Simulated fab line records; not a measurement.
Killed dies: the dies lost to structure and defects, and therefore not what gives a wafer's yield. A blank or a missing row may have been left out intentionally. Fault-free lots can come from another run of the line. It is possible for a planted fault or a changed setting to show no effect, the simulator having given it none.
Split-lot experiment || flow sfq-line || 23 wafers read from 5 lots, route of 325 steps

== THE SPLIT ==
At SFQ_TRILAYER_C5_LITHO_COAT_151 (resist thk 650 nm), the setting resist-thk-nm was moved away from the recipe's 650 nm on 8 of the 23 wafers read, by -5.5% to +4.4%. This setting was run at the recipe's value on the other wafers.

Reading taken at the split's own step.

== THE READING ==
KrF_of_TRILAYER_C5_LITHO_COAT_151.thk-nm (the simulator's own value, which no gauge read), in nm, at SFQ_TRILAYER_C5_LITHO_COAT_151 (resist thk 650 nm). The file does not state a usual value for it. Average 649.6 nm, standard deviation 1.9 nm, over the 15 wafers here run with the recipe.

{"wafer": "L078.4", "tool, chamber at the split": "litho-track-04, 0", "resist-thk-nm as run, nm": 650, "against the recipe": "recipe", "KrF_of_TRILAYER_C5_LITHO_COAT_151.thk-nm, nm": 646.5, "against lot-mates on the recipe": "-"}
{"wafer": "L078.5", "tool, chamber at the split": "litho-track-04, 0", "resist-thk-nm as run, nm": 650, "against the recipe": "recipe", "KrF_of_TRILAYER_C5_LITHO_COAT_151.thk-nm, nm": 647.5, "against lot-mates on the recipe": "-"}
{"wafer": "L078.6", "tool, chamber at the split": "litho-track-04, 0", "resist-thk-nm as run, nm": 650, "against the recipe": "recipe", "KrF_of_TRILAYER_C5_LITHO_COAT_151.thk-nm, nm": 648.1, "against lot-mates on the recipe": "-"}
{"wafer": "L079.1", "tool, chamber at the split": "litho-track-01, 0", "resist-thk-nm as run, nm": 614.4, "against the recipe": "-5.5%", "KrF_of_TRILAYER_C5_LITHO_COAT_151.thk-nm, nm": 615.3, "against lot-mates on the recipe": -36.1}
{"wafer": "L079.3", "tool, chamber at the split": "litho-track-01, 0", "resist-thk-nm as run, nm": 650, "against the recipe": "recipe", "KrF_of_TRILAYER_C5_LITHO_COAT_151.thk-nm, nm": 651.6, "against lot-mates on the recipe": "-"}
{"wafer": "L079.4", "tool, chamber at the split": "litho-track-01, 0", "resist-thk-nm as run, nm": 650, "against the recipe": "recipe", "KrF_of_TRILAYER_C5_LITHO_COAT_151.thk-nm, nm": 651.2, "against lot-mates on the recipe": "-"}
{"wafer": "L079.5", "tool, chamber at the split": "litho-track-01, 0", "resist-thk-nm as run, nm": 614.4, "against the recipe": "-5.5%", "KrF_of_TRILAYER_C5_LITHO_COAT_151.thk-nm, nm": 613.9, "against lot-mates on the recipe": -37.5}
{"wafer": "L079.6", "tool, chamber at the split": "litho-track-01, 0", "resist-thk-nm as run, nm": 614.4, "against the recipe": "-5.5%", "KrF_of_TRILAYER_C5_LITHO_COAT_151.thk-nm, nm": 616.2, "against lot-mates on the recipe": -35.2}
{"wafer": "L080.1", "tool, chamber at the split": "litho-track-01, 0", "resist-thk-nm as run, nm": 650, "against the recipe": "recipe", "KrF_of_TRILAYER_C5_LITHO_COAT_151.thk-nm, nm": 652.1, "against lot-mates on the recipe": "-"}
{"wafer": "L080.2", "tool, chamber at the split": "litho-track-01, 0", "resist-thk-nm as run, nm": 650, "against the recipe": "recipe", "KrF_of_TRILAYER_C5_LITHO_COAT_151.thk-nm, nm": 651.9, "against lot-mates on the recipe": "-"}
{"wafer": "L080.3", "tool, chamber at the split": "litho-track-01, 0", "resist-thk-nm as run, nm": 674.3, "against the recipe": "+3.7%", "KrF_of_TRILAYER_C5_LITHO_COAT_151.thk-nm, nm": 677.2, "against lot-mates on the recipe": "+25.7"}
{"wafer": "L080.4", "tool, chamber at the split": "litho-track-01, 0", "resist-thk-nm as run, nm": 650, "against the recipe": "recipe", "KrF_of_TRILAYER_C5_LITHO_COAT_151.thk-nm, nm": 650.5, "against lot-mates on the recipe": "-"}
{"wafer": "L080.6", "tool, chamber at the split": "litho-track-01, 0", "resist-thk-nm as run, nm": 674.3, "against the recipe": "+3.7%", "KrF_of_TRILAYER_C5_LITHO_COAT_151.thk-nm, nm": 677, "against lot-mates on the recipe": "+25.5"}
{"wafer": "L084.1", "tool, chamber at the split": "litho-track-03, 0", "resist-thk-nm as run, nm": 650, "against the recipe": "recipe", "KrF_of_TRILAYER_C5_LITHO_COAT_151.thk-nm, nm": 650.3, "against lot-mates on the recipe": "-"}
{"wafer": "L084.2", "tool, chamber at the split": "litho-track-03, 0", "resist-thk-nm as run, nm": 678.8, "against the recipe": "+4.4%", "KrF_of_TRILAYER_C5_LITHO_COAT_151.thk-nm, nm": 676.2, "against lot-mates on the recipe": "+25.4"}
{"wafer": "L084.4", "tool, chamber at the split": "litho-track-03, 0", "resist-thk-nm as run, nm": 650, "against the recipe": "recipe", "KrF_of_TRILAYER_C5_LITHO_COAT_151.thk-nm, nm": 651.4, "against lot-mates on the recipe": "-"}
{"wafer": "L084.5", "tool, chamber at the split": "litho-track-03, 0", "resist-thk-nm as run, nm": 678.8, "against the recipe": "+4.4%", "KrF_of_TRILAYER_C5_LITHO_COAT_151.thk-nm, nm": 678.6, "against lot-mates on the recipe": "+27.8"}
{"wafer": "L084.6", "tool, chamber at the split": "litho-track-03, 0", "resist-thk-nm as run, nm": 678.8, "against the recipe": "+4.4%", "KrF_of_TRILAYER_C5_LITHO_COAT_151.thk-nm, nm": 679.5, "against lot-mates on the recipe": "+28.7"}
{"wafer": "L085.1", "tool, chamber at the split": "litho-track-03, 0", "resist-thk-nm as run, nm": 650, "against the recipe": "recipe", "KrF_of_TRILAYER_C5_LITHO_COAT_151.thk-nm, nm": 647.1, "against lot-mates on the recipe": "-"}
{"wafer": "L085.3", "tool, chamber at the split": "litho-track-03, 0", "resist-thk-nm as run, nm": 650, "against the recipe": "recipe", "KrF_of_TRILAYER_C5_LITHO_COAT_151.thk-nm, nm": 647.1, "against lot-mates on the recipe": "-"}
{"wafer": "L085.2", "tool, chamber at the split": "litho-track-03, 0", "resist-thk-nm as run, nm": 650, "against the recipe": "recipe", "KrF_of_TRILAYER_C5_LITHO_COAT_151.thk-nm, nm": 649.4, "against lot-mates on the recipe": "-"}
{"wafer": "L085.5", "tool, chamber at the split": "litho-track-03, 0", "resist-thk-nm as run, nm": 650, "against the recipe": "recipe", "KrF_of_TRILAYER_C5_LITHO_COAT_151.thk-nm, nm": 649.9, "against lot-mates on the recipe": "-"}
{"wafer": "L085.6", "tool, chamber at the split": "litho-track-03, 0", "resist-thk-nm as run, nm": 650, "against the recipe": "recipe", "KrF_of_TRILAYER_C5_LITHO_COAT_151.thk-nm, nm": 649.6, "against lot-mates on the recipe": "-"}

THE FIT
A straight line over all 23 wafers: KrF_of_TRILAYER_C5_LITHO_COAT_151.thk-nm changes by +6.5 nm for each +1% of resist-thk-nm; r = +0.99; the points scatter about the line by 2 nm.
The same after taking each lot's own level away (the mean of its wafers on the recipe; 23 wafers): +6.5 nm for each +1%; r = +1.00; scatter 1.2 nm.
The reading moves by 36 nm for the largest change in resist-thk-nm, on that fit.
The span of the lots' own levels, 647.37 to 651.50 nm, comes to 2.2 times the standard deviation stated above.
So the lot-to-lot level changes the slope little: the two slopes agree.
Check: with one of the wafers moved furthest among these (-5.5%) left out of the fit, the line predicts -35.7 nm for it against its lot-mates. It came out at -36.1 nm against them.

== ADDITIONAL SPLITS CARRIED BY THESE WAFERS ==
Note: prior to the reading, these wafers also went through further splits. Each is held against what the fit with the lots' levels taken away leaves over:
{"other split on the same wafers": "SFQ_TRILAYER_I4_VIA_ETCH_VIA_ETCH_106 source-w", "wafers away from the commonest value": 9, "r with KrF_of_TRILAYER_C5_LITHO_COAT_151.thk-nm (lot level and that fit taken away)": -0.38}
{"other split on the same wafers": "SFQ_TRILAYER_JJ_TRILAYER_DEP_SPUTTER_110 power-w", "wafers away from the commonest value": 10, "r with KrF_of_TRILAYER_C5_LITHO_COAT_151.thk-nm (lot level and that fit taken away)": -0.08}
{"other split on the same wafers": "SFQ_TRILAYER_JJ_CE_LITHO_COAT_114 resist-thk-nm", "wafers away from the commonest value": 8, "r with KrF_of_TRILAYER_C5_LITHO_COAT_151.thk-nm (lot level and that fit taken away)": -0.23}
{"other split on the same wafers": "SFQ_TRILAYER_JJ_CE_BARC_OPEN_RIE_150 icp-w", "wafers away from the commonest value": 6, "r with KrF_of_TRILAYER_C5_LITHO_COAT_151.thk-nm (lot level and that fit taken away)": -0.24}
{"other split on the same wafers": "SFQ_TRILAYER_M5_LITHO_EXPOSE_124 dose-mj", "wafers away from the commonest value": 6, "r with KrF_of_TRILAYER_C5_LITHO_COAT_151.thk-nm (lot level and that fit taken away)": -0.06}
{"other split on the same wafers": "SFQ_TRILAYER_R5_LITHO_COAT_136 resist-thk-nm", "wafers away from the commonest value": 7, "r with KrF_of_TRILAYER_C5_LITHO_COAT_151.thk-nm (lot level and that fit taken away)": -0.35}
{"other split on the same wafers": "SFQ_TRILAYER_R5_ETCH_METAL_ETCH_139 bias-w", "wafers away from the commonest value": 5, "r with KrF_of_TRILAYER_C5_LITHO_COAT_151.thk-nm (lot level and that fit taken away)": "+0.30"}
{"other split on the same wafers": "SFQ_TRILAYER_A5C_DEP_PECVD_142 time-s", "wafers away from the commonest value": 11, "r with KrF_of_TRILAYER_C5_LITHO_COAT_151.thk-nm (lot level and that fit taken away)": "+0.43"}

== THE FILE'S OWN FIT ==
KrF_of_TRILAYER_C5_LITHO_COAT_151.thk-nm changes by +6.52 nm for each +1% of resist-thk-nm, r = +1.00.
